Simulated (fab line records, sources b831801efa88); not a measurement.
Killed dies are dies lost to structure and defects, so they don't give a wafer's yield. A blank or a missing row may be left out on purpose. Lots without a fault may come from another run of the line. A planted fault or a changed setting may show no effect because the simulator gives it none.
Which tool did it? | flow sky130 | 13 lots, 39 wafers sampled, at 5 steps of a route of 708

WHAT THE GAUGES READ, wafer by wafer
SKY_FIELD_ISO_BOW_MEAS_00.
lot  | measured    | on            | INCOMING_BOW (um)
L673 | day 2 01:04 | film_metro-03 | -1 -4 1
L674 | day 2 06:01 | film_metro-03 | -2 3 8
L675 | day 2 11:00 | film_metro-04 | 0 0 -5
L676 | day 2 16:02 | film_metro-02 | 10 -2 1
L677 | day 2 21:02 | film_metro-02 | -4 4 2
L678 | day 3 02:04 | film_metro-04 | 18 0 -4
L679 | day 3 07:02 | film_metro-04 | 0 0 10
L681 | day 3 17:02 | film_metro-02 | -5 10 -4
L682 | day 3 22:02 | film_metro-03 | -5 2 0
L683 | day 4 03:00 | film_metro-04 | 2 5 2
L686 | day 4 18:00 | film_metro-02 | -16 -5 6
L687 | day 4 23:00 | film_metro-04 | 11 6 -2
L688 | day 5 04:01 | film_metro-04 | -2 6 10

SKY_NWELL_TW_MEAS_15.
lot  | measured    | on            | NWELL_TW
L673 | day 5 15:18 | film_metro-04 | 1810 1810 1806
L674 | day 6 02:51 | film_metro-01 | 1806 1793 1795
L675 | day 6 02:27 | film_metro-04 | 1802 1809 1808
L676 | day 6 14:29 | film_metro-04 | 1809 1805 1804
L677 | day 6 15:49 | film_metro-04 | 1803 1799 1810
L678 | day 7 03:06 | film_metro-04 | 1807 1810 1806
L679 | day 7 03:05 | film_metro-03 | 1796 1784 1787
L681 | day 7 21:08 | film_metro-01 | 1777 1787 1782
L682 | day 8 06:17 | film_metro-03 | 1795 1794 1790
L683 | day 8 05:25 | film_metro-04 | 1808 1798 1800
L686 | day 8 15:49 | film_metro-01 | 1785 1783 1782
L687 | day 8 17:55 | film_metro-01 | 1771 1770 1771
L688 | day 9 04:10 | film_metro-01 | 1784 1792 1778

WHICH TOOL RAN EACH LOT (tool, then ch and the chambers of the sampled wafers, then the start)
lot  | SKY_FIELD_ISO_ETCH_17           | SKY_PWDE_STRIP_09                   | SKY_NWELL_STRIP_14
L673 | rie_si-01 ch 0,2,3, day 2 18:32 | plasma_asher-04 ch 0,1, day 4 22:13 | plasma_asher-03 ch 0,1, day 5 15:13
L674 | rie_si-02 ch 1,2,3, day 3 08:14 | plasma_asher-03 ch 0,1, day 5 10:03 | plasma_asher-04 ch 0,1, day 6 02:44
L675 | rie_si-01 ch 0,2, day 3 07:42   | plasma_asher-02 ch 0,1, day 5 09:42 | plasma_asher-03 ch 0,1, day 6 02:21
L676 | rie_si-01 ch 0,1, day 3 17:15   | plasma_asher-02 ch 0,1, day 5 19:26 | plasma_asher-04 ch 0,1, day 6 14:24
L677 | rie_si-02 ch 1,2,3, day 3 17:29 | plasma_asher-04 ch 0,1, day 5 19:57 | plasma_asher-04 ch 0,1, day 6 15:42
L678 | rie_si-02 ch 2,3, day 4 01:54   | plasma_asher-02 ch 0,1, day 6 07:16 | plasma_asher-01 ch 0,1, day 7 03:00
L679 | rie_si-01 ch 1,2, day 4 02:15   | plasma_asher-03 ch 0,1, day 6 07:25 | plasma_asher-04 ch 0,1, day 7 03:00
L681 | rie_si-01 ch 0,1, day 4 13:59   | plasma_asher-04 ch 0,1, day 7 00:20 | plasma_asher-04 ch 0,1, day 7 21:03
L682 | rie_si-02 ch 0,1,3, day 4 22:39 | plasma_asher-03 ch 0,1, day 7 09:38 | plasma_asher-03 ch 0,1, day 8 06:12
L683 | rie_si-01 ch 0,1, day 5 02:45   | plasma_asher-02 ch 0,1, day 7 08:51 | plasma_asher-03 ch 0,1, day 8 05:19
L686 | rie_si-02 ch 1,3, day 5 22:38   | plasma_asher-02 ch 0,1, day 7 19:43 | plasma_asher-01 ch 0,1, day 8 15:43
L687 | rie_si-01 ch 2,3, day 5 22:59   | plasma_asher-03 ch 0,1, day 7 21:21 | plasma_asher-04 ch 0,1, day 8 17:49
L688 | rie_si-02 ch 0,3, day 6 09:03   | plasma_asher-04 ch 0,1, day 8 06:27 | plasma_asher-01 ch 0,1, day 9 04:04
- SKY_FIELD_ISO_ETCH_17: etches Si in HBr/Cl2/O2, target depth 342 nm, time 97.7 s.
- SKY_PWDE_STRIP_09: strips in O2/N2.
- SKY_NWELL_STRIP_14: strips in O2/N2.

WHAT THE TOOLS THEMSELVES READ (means of the sampled wafers that have a number; where no wafer has one, the mark that the record gives instead)
SKY_FIELD_ISO_ETCH_17.
lot  | tool      | drypump_motor_current_A (A) | oes_product_au (a.u.) | throttle_valve_pct (%)
L673 | rie_si-01 | 5.2                         | 0.997                 | 25.656
L674 | rie_si-02 | 5.5                         | 0.994                 | 25.659
L675 | rie_si-01 | 5.1                         | 0.999                 | 25.661
L676 | rie_si-01 | 4.9                         | 1.004                 | 25.652
L677 | rie_si-02 | 5.5                         | 1.000                 | 25.654
L678 | rie_si-02 | 5.5                         | 1.002                 | 25.659
L679 | rie_si-01 | 5.1                         | 1.001                 | 25.653
L681 | rie_si-01 | 4.9                         | 1.000                 | 25.648
L682 | rie_si-02 | 5.7                         | 0.997                 | 25.662
L683 | rie_si-01 | 4.9                         | 1.003                 | 25.657
L686 | rie_si-02 | 5.6                         | 1.002                 | 25.651
L687 | rie_si-01 | 5.3                         | 0.992                 | 25.659
L688 | rie_si-02 | 5.8                         | 0.999                 | 25.664

SKY_PWDE_STRIP_09.
lot  | tool            | drypump_motor_current_A (A) | oes_product_au (a.u.) | strip_time_to_endpoint_s (s)
L673 | plasma_asher-04 | 5.7                         | 0.723                 | 37.04
L674 | plasma_asher-03 | 5.4                         | 0.721                 | 36.76
L675 | plasma_asher-02 | 6.1                         | 0.723                 | 37.01
L676 | plasma_asher-02 | 5.7                         | 0.720                 | 36.89
L677 | plasma_asher-04 | 5.7                         | 0.727                 | 36.94
L678 | plasma_asher-02 | 6.1                         | 0.723                 | 36.80
L679 | plasma_asher-03 | 5.4                         | 0.719                 | 36.90
L681 | plasma_asher-04 | 5.7                         | 0.723                 | 37.03
L682 | plasma_asher-03 | 5.3                         | 0.721                 | 37.00
L683 | plasma_asher-02 | 6.0                         | 0.723                 | 37.04
L686 | plasma_asher-02 | 5.7                         | 0.723                 | 36.95
L687 | plasma_asher-03 | 5.4                         | 0.967                 | -
L688 | plasma_asher-04 | 5.7                         | 0.721                 | 37.00

SKY_NWELL_STRIP_14.
lot  | tool            | drypump_motor_current_A (A) | oes_product_au (a.u.) | strip_time_to_endpoint_s (s)
L673 | plasma_asher-03 | 5.30                        | 0.718                 | 37.01
L674 | plasma_asher-04 | 5.67                        | 0.718                 | 36.95
L675 | plasma_asher-03 | 5.28                        | 0.723                 | 36.90
L676 | plasma_asher-04 | 5.56                        | 0.719                 | 36.86
L677 | plasma_asher-04 | 5.68                        | 0.722                 | 36.82
L678 | plasma_asher-01 | 5.34                        | 0.725                 | 36.82
L679 | plasma_asher-04 | 5.69                        | 0.722                 | 37.02
L681 | plasma_asher-04 | 5.54                        | 0.725                 | 36.75
L682 | plasma_asher-03 | 5.29                        | 0.728                 | 36.84
L683 | plasma_asher-03 | 5.35                        | 0.721                 | 36.80
L686 | plasma_asher-01 | 5.37                        | 0.725                 | 37.04
L687 | plasma_asher-04 | 5.54                        | 0.724                 | 40.81
L688 | plasma_asher-01 | 5.34                        | 0.720                 | 36.81

THE ANSWER, worked out from the rows above alone
Rule: what is usual is taken from the lots themselves. Put in order of their means at a reading, lots are off if they are a third of the lots or fewer, leave a main group of 4 or more, and stand apart from it by a gap of 3 or more times the standard deviation of the main group's means; of several such gaps the widest counts. A main group whose means are all the same, to the digits that the tables above print for the reading, isn't used. A lot without any number at a reading at which 4 lots or more have one is off too. The other lots that the step has rows for count as sound. The gauges are gone through in route order, then the tools' own readings, and for those a lot's mean is taken as printed above. The first step at which some lot is off is used, and at that step the reading that is off furthest; a lot without a number counts as furthest.
Off: L687, at SKY_PWDE_STRIP_09 (strip_time_to_endpoint_s). Without a number there: L687. The main group: mean 36.95 s, standard deviation 0.089.
A tool fits if, at that step or a process step before it, it ran every lot that is off, and no sound lot after the first of them. Can't be told from this: 2 tools fit, rie_si-01 at SKY_FIELD_ISO_ETCH_17, plasma_asher-03 at SKY_PWDE_STRIP_09.

WHAT THE SIMULATOR HAD PUT IN
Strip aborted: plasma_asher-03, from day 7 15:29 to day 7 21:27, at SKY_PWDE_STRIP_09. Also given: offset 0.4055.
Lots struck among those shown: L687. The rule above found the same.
